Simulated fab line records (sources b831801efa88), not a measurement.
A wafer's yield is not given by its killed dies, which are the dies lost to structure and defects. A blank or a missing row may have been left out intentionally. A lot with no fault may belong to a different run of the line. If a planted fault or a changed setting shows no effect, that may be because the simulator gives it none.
Matching of chambers :: flow sky130 :: 3 sister chambers for SKY_PASSIVATION_CVD_00 on pecvd-03
The step deposits SiO2, target thk 90 nm. 16 wafers are shown with their chamber, then 8 later ones without.

WAFERS, EACH WITH ITS CHAMBER
wafer: L074.1
chamber: 0
heater power w (W): 572

wafer: L074.2
chamber: 1
heater power w (W): 654

wafer: L074.5
chamber: 1
heater power w (W): 664

wafer: L078.2
chamber: 0
heater power w (W): 578

wafer: L078.4
chamber: 0
heater power w (W): 592

wafer: L078.5
chamber: 2
heater power w (W): 645

wafer: L079.2
chamber: 1
heater power w (W): 548

wafer: L079.3
chamber: 2
heater power w (W): 636

wafer: L079.5
chamber: 2
heater power w (W): 641

wafer: L086.2
chamber: 1
heater power w (W): 579

wafer: L086.4
chamber: 0
heater power w (W): 519

wafer: L086.5
chamber: 1
heater power w (W): 612

wafer: L088.1
chamber: 0
heater power w (W): 605

wafer: L088.3
chamber: 2
heater power w (W): 566

wafer: L088.5
chamber: 2
heater power w (W): 556

wafer: L091.4
chamber: 0
heater power w (W): 612

SIGNATURES (averages over the wafers above)
reading: heater power w
chamber 0: 579.67
chamber 1: 611.40
chamber 2: 608.80
scatter within a chamber: 42
Rule: a wafer lies at a distance from a chamber equal to the root of the sum of squares, over the readings, of (its reading less the chamber's mean, divided by the reading's scatter). If the next closest chamber is less than 2 further off than the closest, the wafer can't be placed; otherwise it belongs to the closest. The scatter: the root of (the sum of the squares of (reading less its chamber's mean) over the shown wafers, divided by (wafers less chambers)).

WAFERS WITH NO CHAMBER GIVEN
wafer: L091.5
heater power w (W): 629

wafer: L091.6
heater power w (W): 674

wafer: L093.1
heater power w (W): 594

wafer: L093.4
heater power w (W): 601

wafer: L093.5
heater power w (W): 604

wafer: L096.1
heater power w (W): 663

wafer: L096.3
heater power w (W): 604

wafer: L096.4
heater power w (W): 582

CHAMBER TAKEN BY EACH
wafer: L091.5
from the rows above: can't be placed: 1 or 2 or 0
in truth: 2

wafer: L091.6
from the rows above: can't be placed: 1 or 2 or 0
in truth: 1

wafer: L093.1
from the rows above: can't be placed: 0 or 2 or 1
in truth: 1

wafer: L093.4
from the rows above: can't be placed: 2 or 1 or 0
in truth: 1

wafer: L093.5
from the rows above: can't be placed: 2 or 1 or 0
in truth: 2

wafer: L096.1
from the rows above: can't be placed: 1 or 2 or 0
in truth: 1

wafer: L096.3
from the rows above: can't be placed: 2 or 1 or 0
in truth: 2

wafer: L096.4
from the rows above: can't be placed: 0 or 2 or 1
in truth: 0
Correctly placed: 0 of 8. From these rows, 8 cannot be placed; in 8 the true chamber is one of the candidates. Number placed wrongly: 0.
